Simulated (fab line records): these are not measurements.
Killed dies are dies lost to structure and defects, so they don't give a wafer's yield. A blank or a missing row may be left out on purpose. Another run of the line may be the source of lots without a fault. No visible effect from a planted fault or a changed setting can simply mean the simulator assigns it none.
fab line records | flow gf180mcu
record lots=7 | wafers=19 | lastDay=34
route steps=602 shown V2@393 M3@409
lots with no fault: from the same line, run without faults
startH: start of the lot's first displayed wafer, in hours after the record's first day | waitH: how many hours have passed since the lot's step before this one | " as in the row above | L1.1+2: a single row standing in for several wafers | - no value, or no start given | * or withheld: withheld | < > ~ a bound
route shown NAME@n: names a module that has steps shown in the file, with the first one's number in the route | usual: mean and standard deviation over wafers with no fault | same: alike in all rows | chamber/n: place in a boat | sites: each site's reading | _std_site: the standard deviation of these | _edge_site: outer sites' mean less inner sites' | radiusMm: how far each site lies from the wafer's centre | mask NAME#n: copy n | behind: the last tool/chamber to shape the wafer | hold: what put the lot on hold/how long, in hours/how the hold closed | device: the transistor (n, p or np) that didn't switch | end of line: tests run on the same wafers once the route is complete | a step given without rows: its recipe and nothing more | killed: dies lost to structure and defects at the first sort, not the wafer's yield | map: a wafer's dies, x killed, . not, _ none there
set.NAME: setting as actually run; set.NAME@STEP: the setting as run at that earlier step | model.NAME: the simulator's own value behind a step, which no gauge read
lots at selected steps of the route; one table per step, one row per wafer
services: a tool's chamber out of use, with start hour (startH, from the record's first day; less than 0 if before it), hours out, and reason
## steps
# step GF_V2_EXPOSE_11
# recipe maskId=Via2 | targetCdNm=260 | na=0.68 | sourceShape=conventional | sigmaOuter=0.6 | doseMj=38
# step GF_V2_PEB_12
# recipe pebTempC=135 | pebTimeS=90 | resist=KrF
# step GF_V2_DEVELOP_13
# recipe developTimeS=60 | resist=KrF | devTempC=21
# step GF_V2_CD_MEAS_14
# recipe targetCdNm=260
# usual cdNm=260.2/1.2
lot.wafer | tool     | chamber | startH | waitH | cdNm
L342.2    | cdSem-01 | -       | 523.51 | 0.1   | 259.6
L342.3    | "        | -       | "      | "     | 260.2
L342.6    | "        | -       | "      | "     | 261.1
L348.1    | cdSem-02 | -       | 576.24 | 0.1   | 260.1
L348.2    | "        | -       | "      | "     | 259.7
L348.6    | "        | -       | "      | "     | 260.3
L349.1    | cdSem-02 | -       | 580.12 | 0.1   | 260.1
L349.3    | "        | -       | "      | "     | 261.1
L349.5    | "        | -       | "      | "     | 261.0
L351.1    | cdSem-01 | -       | 608.99 | 0.1   | 256.9
L351.3    | "        | -       | "      | "     | 257.2
L351.6    | "        | -       | "      | "     | 258.6
L352.2    | cdSem-01 | -       | 612.36 | 0.1   | 262.3
L352.6    | "        | -       | "      | "     | 261.1
L353.3    | cdSem-01 | -       | 618.63 | 0.1   | 259.9
L353.4    | "        | -       | "      | "     | 259.6
L357.2    | cdSem-01 | -       | 643.86 | 0.1   | 260.4
L357.3    | "        | -       | "      | "     | 260.4
L357.6    | "        | -       | "      | "     | 259.0
# step GF_V2_OVL_MEAS_15
# usual V2_OVL=-2/5.2
lot.wafer | tool       | chamber | startH | waitH | V2_OVL[nm]
L342.2    | overlay-01 | -       | 523.62 | 0.1   | 3
L342.3    | "          | -       | "      | "     | 1
L342.6    | "          | -       | "      | "     | 6
L348.1    | overlay-02 | -       | 576.36 | 0.1   | -2
L348.2    | "          | -       | "      | "     | 1
L348.6    | "          | -       | "      | "     | -2
L349.1    | overlay-02 | -       | 580.24 | 0.1   | -5
L349.3    | "          | -       | "      | "     | -1
L349.5    | "          | -       | "      | "     | -12
L351.1    | overlay-01 | -       | 609.11 | 0.1   | 0
L351.3    | "          | -       | "      | "     | 1
L351.6    | "          | -       | "      | "     | 7
L352.2    | overlay-01 | -       | 612.47 | 0.1   | -9
L352.6    | "          | -       | "      | "     | -5
L353.3    | overlay-01 | -       | 618.72 | 0.1   | -2
L353.4    | "          | -       | "      | "     | -9
L357.2    | overlay-02 | -       | 643.97 | 0.1   | -3
L357.3    | "          | -       | "      | "     | 0
L357.6    | "          | -       | "      | "     | 0
# step GF_V2_ETCH_16
# recipe chemistry=N2/H2 | targetDepthA=withheld | overetchA=withheld | timeS=withheld | target=BARC | ionEnergyEv=200 | sourceW=500 | biasW=100 | pressureMtorr=30 | n2FlowSccm=100 | h2FlowSccm=200
# usual drypumpMotorCurrentA=5.7/0.44 | oesProductAu=0.854/0.0047 | rfFwdPowerW=494.0/2.1 | throttleValvePct=13.225/0.0093
lot.wafer | tool       | chamber | startH | waitH | drypumpMotorCurrentA | oesProductAu | rfFwdPowerW | throttleValvePct
L342.2    | rieDiel-01 | 1       | 523.65 | 0.0   | 5.5                  | 0.854        | 492.0       | 13.233
L342.3    | "          | 0       | "      | "     | 5.8                  | 0.855        | 491.4       | 13.221
L342.6    | "          | 1       | "      | "     | 5.5                  | 0.852        | 493.7       | 13.230
L348.1    | rieDiel-03 | 0       | 576.40 | 0.0   | 6.3                  | 0.856        | 494.8       | 13.225
L348.2    | "          | 2       | "      | "     | 6.0                  | 0.854        | 496.1       | 13.227
L348.6    | "          | 0       | "      | "     | 6.3                  | 0.855        | 494.2       | 13.227
L349.1    | rieDiel-03 | 0       | 580.28 | 0.0   | 6.3                  | 0.853        | 493.4       | 13.207
L349.3    | "          | 3       | "      | "     | 5.5                  | 0.848        | 497.1       | 13.222
L349.5    | "          | 1       | "      | "     | 5.2                  | 0.853        | 494.7       | 13.223
L351.1    | rieDiel-01 | 2       | 609.15 | 0.0   | 5.8                  | 0.860        | 493.6       | 13.211
L351.3    | "          | 1       | "      | "     | 5.5                  | 0.850        | 495.1       | 13.223
L351.6    | "          | 0       | "      | "     | 5.8                  | 0.852        | 493.3       | 13.220
L352.2    | rieDiel-02 | 2       | 612.50 | 0.0   | 4.9                  | 0.857        | 494.4       | 13.242
L352.6    | "          | 2       | "      | "     | 4.9                  | 0.850        | 495.6       | 13.212
L353.3    | rieDiel-01 | 2       | 618.75 | 0.0   | 5.8                  | 0.855        | 491.0       | 13.218
L353.4    | "          | 3       | "      | "     | 5.5                  | 0.859        | 494.4       | 13.233
L357.2    | rieDiel-01 | 3       | 644.00 | 0.0   | 5.4                  | 0.853        | 492.3       | 13.234
L357.3    | "          | 2       | "      | "     | 5.8                  | 0.856        | 491.8       | 13.218
L357.6    | "          | 0       | "      | "     | 5.8                  | 0.858        | 491.0       | 13.214
# step GF_V2_ETCH_17
# recipe chemistry=C4F8/O2/Ar | maskMaterial=KrF | target=SiO2 | stopOn=TiN | sourceW=1500 | biasW=1200 | pressureMtorr=40 | c4f8FlowSccm=withheld | O2_flow_sccm=6 | Ar_flow_sccm=300 | timeS=withheld | targetDepthA=6300
# usual oesProductAu=0.855/0.0045 | rfFwdPowerW=1491/4.9
lot.wafer | tool       | chamber | startH | waitH | oesProductAu | rfFwdPowerW
L342.2    | rieDiel-01 | 1       | -      | -     | 0.855        | 1492
L342.3    | "          | 0       | "      | "     | 0.865        | 1495
L342.6    | "          | 1       | "      | "     | 0.854        | 1489
L348.1    | rieDiel-03 | 0       | -      | -     | 0.847        | 1499
L348.2    | "          | 2       | "      | "     | 0.858        | 1491
L348.6    | "          | 0       | "      | "     | 0.853        | 1494
L349.1    | rieDiel-03 | 0       | -      | -     | 0.859        | 1485
L349.3    | "          | 3       | "      | "     | 0.860        | 1497
L349.5    | "          | 1       | "      | "     | 0.862        | 1497
L351.1    | rieDiel-01 | 2       | -      | -     | 0.854        | 1485
L351.3    | "          | 1       | "      | "     | 0.851        | 1492
L351.6    | "          | 0       | "      | "     | 0.856        | 1482
L352.2    | rieDiel-02 | 2       | -      | -     | 0.853        | 1486
L352.6    | "          | 2       | "      | "     | 0.854        | 1485
L353.3    | rieDiel-01 | 2       | -      | -     | 0.851        | 1492
L353.4    | "          | 3       | "      | "     | 0.860        | 1490
L357.2    | rieDiel-01 | 3       | -      | -     | 0.852        | 1495
L357.3    | "          | 2       | "      | "     | 0.852        | 1489
L357.6    | "          | 0       | "      | "     | 0.860        | 1485
# step GF_V2_STRIP_18
# recipe chemistry=O2/N2 | powerW=1400 | pressureMtorr=1500 | platenTempC=250 | o2FlowSccm=3000 | n2FlowSccm=300 | overashFraction=0.5
# usual drypumpMotorCurrentA=5.6/0.47 | heaterPowerW=331/39 | oesProductAu=0.593/0.0047
lot.wafer | tool           | chamber | startH | waitH | drypumpMotorCurrentA | heaterPowerW | oesProductAu | rfHoursCounterH
L342.2    | plasmaAsher-02 | 0       | 523.78 | -     | 5.3                  | 318          | 0.589        | 40
L342.3    | "              | 1       | "      | "     | 5.0                  | 329          | 0.594        | -
L342.6    | "              | 1       | "      | "     | 5.0                  | 333          | 0.597        | -
L348.1    | plasmaAsher-04 | 0       | 576.53 | -     | 5.9                  | 280          | 0.598        | 83
L348.2    | "              | 1       | "      | "     | 5.1                  | 312          | 0.605        | 83
L348.6    | "              | 0       | "      | "     | 5.9                  | 279          | 0.594        | -
L349.1    | plasmaAsher-04 | 0       | 580.40 | -     | 5.9                  | 279          | 0.590        | 83
L349.3    | "              | 0       | "      | "     | 5.9                  | 276          | 0.589        | -
L349.5    | "              | 0       | "      | "     | 5.8                  | 283          | 0.589        | -
L351.1    | plasmaAsher-01 | 1       | 609.28 | -     | 5.6                  | 405          | 0.584        | 94
L351.3    | "              | 1       | "      | "     | 5.6                  | 408          | 0.595        | -
L351.6    | "              | 0       | "      | "     | 6.3                  | 338          | 0.592        | -
L352.2    | plasmaAsher-04 | 0       | 612.63 | -     | 5.9                  | 274          | 0.593        | 87
L352.6    | "              | 1       | "      | "     | 5.1                  | 320          | 0.596        | -
L353.3    | plasmaAsher-04 | 0       | 618.91 | -     | 5.9                  | 272          | 0.597        | -
L353.4    | "              | 1       | "      | "     | 5.1                  | 313          | 0.592        | -
L357.2    | plasmaAsher-02 | 1       | 644.12 | -     | 4.9                  | 331          | 0.592        | 54
L357.3    | "              | 1       | "      | "     | 4.9                  | 337          | 0.598        | -
L357.6    | "              | 1       | "      | "     | 5.0                  | 339          | 0.590        | -
# step GF_V2_STRIP_19
# recipe chemistry=postEtchResidueRemover | timeS=1200 | tempC=72.5
# step GF_V2_CLEAN_20
# recipe chemistry=DIW | dry=n2Spin
# step GF_V2_SPUTTER_21
# recipe material=Ti | targetThkNm=15 | chamberPressurePa=5 | powerW=2500 | substrateTempC=200 | timeS=80.02
# usual throttleValvePct=30.1/1.2
lot.wafer | tool          | chamber | startH | waitH | throttleValvePct
L342.2    | pvdSputter-02 | -       | 524.33 | 0.0   | 28.6
L342.3    | "             | -       | "      | "     | 30.3
L342.6    | "             | -       | "      | "     | 28.9
L348.1    | pvdSputter-04 | -       | 577.06 | 0.0   | 28.2
L348.2    | "             | -       | "      | "     | 30.0
L348.6    | "             | -       | "      | "     | 29.2
L349.1    | pvdSputter-01 | -       | 580.94 | 0.0   | 31.8
L349.3    | "             | -       | "      | "     | 30.3
L349.5    | "             | -       | "      | "     | 30.3
L351.1    | pvdSputter-02 | -       | 609.89 | 0.0   | 29.4
L351.3    | "             | -       | "      | "     | 30.5
L351.6    | "             | -       | "      | "     | 28.6
L352.2    | pvdSputter-01 | -       | 613.18 | 0.0   | 30.6
L352.6    | "             | -       | "      | "     | 30.6
L353.3    | pvdSputter-04 | -       | 619.44 | 0.0   | 28.6
L353.4    | "             | -       | "      | "     | 29.9
L357.2    | pvdSputter-04 | -       | 644.67 | 0.0   | 28.5
L357.3    | "             | -       | "      | "     | 30.4
L357.6    | "             | -       | "      | "     | 30.3
# step GF_V2_SPUTTER_22
# recipe material=TiN | targetThkNm=10 | chamberPressurePa=5 | powerW=4000 | timeS=40
# usual throttleValvePct=30.1/1.2
lot.wafer | tool          | chamber | startH | waitH | throttleValvePct
L342.2    | pvdSputter-02 | -       | 524.39 | 0.0   | 28.7
L342.3    | "             | -       | "      | "     | 30.0
L342.6    | "             | -       | "      | "     | 28.9
L348.1    | pvdSputter-04 | -       | 577.12 | 0.0   | 28.6
L348.2    | "             | -       | "      | "     | 29.9
L348.6    | "             | -       | "      | "     | 29.5
L349.1    | pvdSputter-01 | -       | 581.00 | 0.0   | 31.7
L349.3    | "             | -       | "      | "     | 30.6
L349.5    | "             | -       | "      | "     | 30.2
L351.1    | pvdSputter-02 | -       | 609.95 | 0.0   | 28.9
L351.3    | "             | -       | "      | "     | 30.5
L351.6    | "             | -       | "      | "     | 28.7
L352.2    | pvdSputter-01 | -       | 613.24 | 0.0   | 30.9
L352.6    | "             | -       | "      | "     | 30.7
L353.3    | pvdSputter-04 | -       | 619.50 | 0.0   | 28.4
L353.4    | "             | -       | "      | "     | 29.6
L357.2    | pvdSputter-04 | -       | 644.73 | 0.0   | 28.7
L357.3    | "             | -       | "      | "     | 30.4
L357.6    | "             | -       | "      | "     | 30.7
# step GF_V2_CVD_23
# recipe material=W | targetThkNm=350 | timeS=104.94 | tempC=400 | pressureTorr=40
# usual heaterPowerW=848/70
lot.wafer | tool    | chamber | startH | waitH | heaterPowerW | model.W_of_V2_CVD_23.thkNm
L342.2    | cvdW-02 | 0       | 524.43 | 0.0   | 822          | 355.3
L342.3    | "       | 0       | "      | "     | 808          | 359.7
L342.6    | "       | 0       | "      | "     | 813          | 357.3
L348.1    | cvdW-01 | 1       | 577.16 | 0.0   | 937          | 347
L348.2    | "       | 0       | "      | "     | 786          | 346
L348.6    | "       | 1       | "      | "     | 910          | 348.8
L349.1    | cvdW-02 | 0       | 581.04 | 0.0   | 809          | 358.8
L349.3    | "       | 1       | "      | "     | 911          | 349.7
L349.5    | "       | 0       | "      | "     | 799          | 359.1
L351.1    | cvdW-01 | 1       | 609.99 | 0.0   | 913          | 341
L351.3    | "       | 0       | "      | "     | 766          | 340.9
L351.6    | "       | 0       | "      | "     | 788          | 307
L352.2    | cvdW-01 | 0       | 613.28 | 0.0   | 781          | 344.7
L352.6    | "       | 1       | "      | "     | 941          | 303.8
L353.3    | cvdW-01 | 1       | 619.58 | 0.1   | 947          | 344.2
L353.4    | "       | 0       | "      | "     | 760          | 301.6
L357.2    | cvdW-02 | 1       | 644.77 | 0.0   | 886          | 343.8
L357.3    | "       | 1       | "      | "     | 912          | 343
L357.6    | "       | 0       | "      | "     | 806          | 351.3
# step GF_V2_RS_MEAS_24
# recipe thkMeasGauge=four-point-probe | reads=W_of_V2_CVD_23+TiN_of_V2_SPUTTER_22+Ti_of_V2_SPUTTER_21
# usual V2_W_RS=0.328/0.0052
lot.wafer | tool         | chamber | startH | waitH | V2_W_RS[ohm/sq]
L342.2    | filmMetro-01 | -       | 524.56 | 0.1   | 0.322
L342.3    | "            | -       | "      | "     | 0.318
L342.6    | "            | -       | "      | "     | 0.320
L348.1    | filmMetro-04 | -       | 577.27 | 0.1   | 0.329
L348.2    | "            | -       | "      | "     | 0.330
L348.6    | "            | -       | "      | "     | 0.328
L349.1    | filmMetro-01 | -       | 581.15 | 0.1   | 0.319
L349.3    | "            | -       | "      | "     | 0.327
L349.5    | "            | -       | "      | "     | 0.319
L351.1    | filmMetro-01 | -       | 610.10 | 0.1   | 0.336
L351.3    | "            | -       | "      | "     | 0.336
L351.6    | "            | -       | "      | "     | 0.374
L352.2    | filmMetro-04 | -       | 613.41 | 0.1   | 0.333
L352.6    | "            | -       | "      | "     | 0.377
L353.3    | filmMetro-03 | -       | 619.69 | 0.1   | 0.332
L353.4    | "            | -       | "      | "     | 0.380
L357.2    | filmMetro-03 | -       | 644.90 | 0.1   | 0.333
L357.3    | "            | -       | "      | "     | 0.333
L357.6    | "            | -       | "      | "     | 0.325
# step GF_V2_THK_MEAS_25
# recipe thkMeasGauge=xrf | reads=W_of_V2_CVD_23
# usual V2_W_THK=356/7.7
lot.wafer | tool         | chamber | startH | waitH | V2_W_THK[nm]
L342.2    | filmMetro-01 | -       | 524.67 | 0.1   | 362
L342.3    | "            | -       | "      | "     | 369
L342.6    | "            | -       | "      | "     | 364
L348.1    | filmMetro-04 | -       | 577.39 | 0.1   | 350
L348.2    | "            | -       | "      | "     | 346
L348.6    | "            | -       | "      | "     | 350
L349.1    | filmMetro-01 | -       | 581.27 | 0.1   | 370
L349.3    | "            | -       | "      | "     | 360
L349.5    | "            | -       | "      | "     | 368
L351.1    | filmMetro-01 | -       | 610.22 | 0.1   | 348
L351.3    | "            | -       | "      | "     | 348
L351.6    | "            | -       | "      | "     | 313
L352.2    | filmMetro-04 | -       | 613.52 | 0.1   | 346
L352.6    | "            | -       | "      | "     | 305
L353.3    | filmMetro-03 | -       | 619.79 | 0.1   | 353
L353.4    | "            | -       | "      | "     | 309
L357.2    | filmMetro-03 | -       | 645.01 | 0.1   | 355
L357.3    | "            | -       | "      | "     | 355
L357.6    | "            | -       | "      | "     | 365
# step GF_V2_CMP_26
# recipe stopOn=SiO2 | downForcePsi=3.5 | platenRpm=60 | tOverpolishS=15 | targetThkNm=0 | padVelocityMS=0.94248
# usual headPressurePsi=3.500/0.0074 | motorCurrentA=11.0/1.7 | timeToEndpointS=83/3.2
lot.wafer | tool   | chamber | startH | waitH | headPressurePsi | motorCurrentA | timeToEndpointS
L342.2    | cmp-01 | 2       | 524.72 | 0.0   | 3.512           | 11.1          | 85
L342.3    | "      | 3       | "      | "     | 3.502           | 10.9          | 84
L342.6    | "      | 3       | "      | "     | 3.493           | 11.3          | 83
L348.2    | cmp-02 | 2       | 577.50 | 0.1   | 3.486           | 12.1          | 80
L348.1    | "      | 3       | "      | "     | 3.495           | 9.3           | 82
L348.6    | "      | 2       | "      | "     | 3.500           | 12.3          | 84
L349.3    | cmp-02 | 1       | 581.38 | 0.1   | 3.497           | 13.2          | 86
L349.1    | "      | 2       | "      | "     | 3.503           | 12.1          | 86
L349.5    | "      | 1       | "      | "     | 3.508           | 12.5          | 89
L351.1    | cmp-01 | 0       | 610.28 | 0.1   | 3.499           | 11.1          | 75
L351.3    | "      | 2       | "      | "     | 3.498           | 11.0          | 80
L351.6    | "      | 1       | "      | "     | 3.498           | 13.0          | 68
L352.2    | cmp-02 | 1       | 613.72 | 0.2   | 3.499           | 12.7          | 83
L352.6    | "      | 3       | "      | "     | 3.490           | 9.6           | 70
L353.4    | cmp-01 | 0       | 619.83 | 0.0   | 3.506           | 11.1          | 76
L353.3    | "      | 2       | "      | "     | 3.503           | 11.0          | 88
L357.3    | cmp-02 | 0       | 645.06 | 0.0   | 3.510           | 8.3           | 80
L357.2    | "      | 1       | "      | "     | 3.503           | 12.7          | 83
L357.6    | "      | 1       | "      | "     | 3.494           | 12.2          | 82
# step GF_M3_SPUTTER_00
# recipe material=Ti | targetThkNm=37.5 | arrivingIonEnergyEv=80 | substrateTempC=200 | chamberPressurePa=2 | powerW=4000 | timeS=150
## services
tool          | chamber | startH | hours | kind
rieDiel-01    | 1       | 500.20 | 2.1   | repair
cvdW-02       | -       | 505.19 | 1.0   | repair
cmp-01        | -       | 517.49 | 1.2   | repair
cvdW-02       | -       | 529.58 | 0.8   | repair
cvdW-02       | -       | 538.12 | 0.6   | repair
cmp-02        | -       | 551.21 | 0.2   | repair
rieDiel-01    | -       | 560.15 | 28.1  | pm
pvdSputter-01 | -       | 571.27 | 7.4   | repair
cmp-02        | -       | 572.21 | 4.0   | pm
cmp-01        | -       | 576.21 | 5.5   | pm
cmp-02        | -       | 576.21 | -     | consumableReplace:conditioner
cmp-02        | -       | 576.21 | -     | consumableReplace:pad
cvdW-01       | -       | 577.28 | 14.6  | pm
pvdSputter-04 | -       | 583.84 | 14.3  | repair
pvdSputter-02 | 2       | 585.16 | -     | consumableReplace:kit
pvdSputter-02 | 2       | 585.16 | 18.0  | scheduledDown
pvdSputter-02 | 2       | 585.16 | 18.0  | ventCycle
cmp-01        | -       | 631.04 | 16.9  | pm
cvdW-02       | 1       | 631.22 | 4.6   | repair
rieDiel-02    | -       | 641.27 | 2.8   | pm
pvdSputter-04 | 2       | 642.49 | -     | consumableReplace:kit
pvdSputter-04 | 2       | 642.49 | 18.0  | scheduledDown
pvdSputter-04 | 2       | 642.49 | 18.0  | ventCycle
## key
firstSign step=GF_V2_RS_MEAS_24 | reading=V2_W_RS | direction=up | sigmas=9.4 | usual=0.328 | struck=0.377
effect step=GF_V2_THK_MEAS_25 | reading=V2_W_THK | direction=down | sigmas=6.1 | usual=356 | struck=309
effect step=GF_V2_CMP_26 | reading=timeToEndpointS | direction=down | sigmas=3.8 | usual=* | struck=*
modelEffect step=GF_V2_CVD_23 | value=W_of_V2_CVD_23.thkNm | without=345.4 | struck=304.1
metAt GF_V2_CVD_23
struckWafers L351.6,L352.6,L353.4
sortLeftOut L352.6,L353.4
onsetBetween 577.16 609.99
fault kind=processParameterDrift | tool=cvdW-01 | chamber=- | onsetH=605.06 | steps=GF_V2_CVD_23 | channel=targetThkNm | offset=-41.534 | shape=step | endH=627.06 | scope=struckWafersOnly | actsIn=theseRecipesOnly | stated=350
# sortLeftOut: the simulated sort isn't trusted on such a fault, so these wafers' sort isn't shown, and their yield isn't known
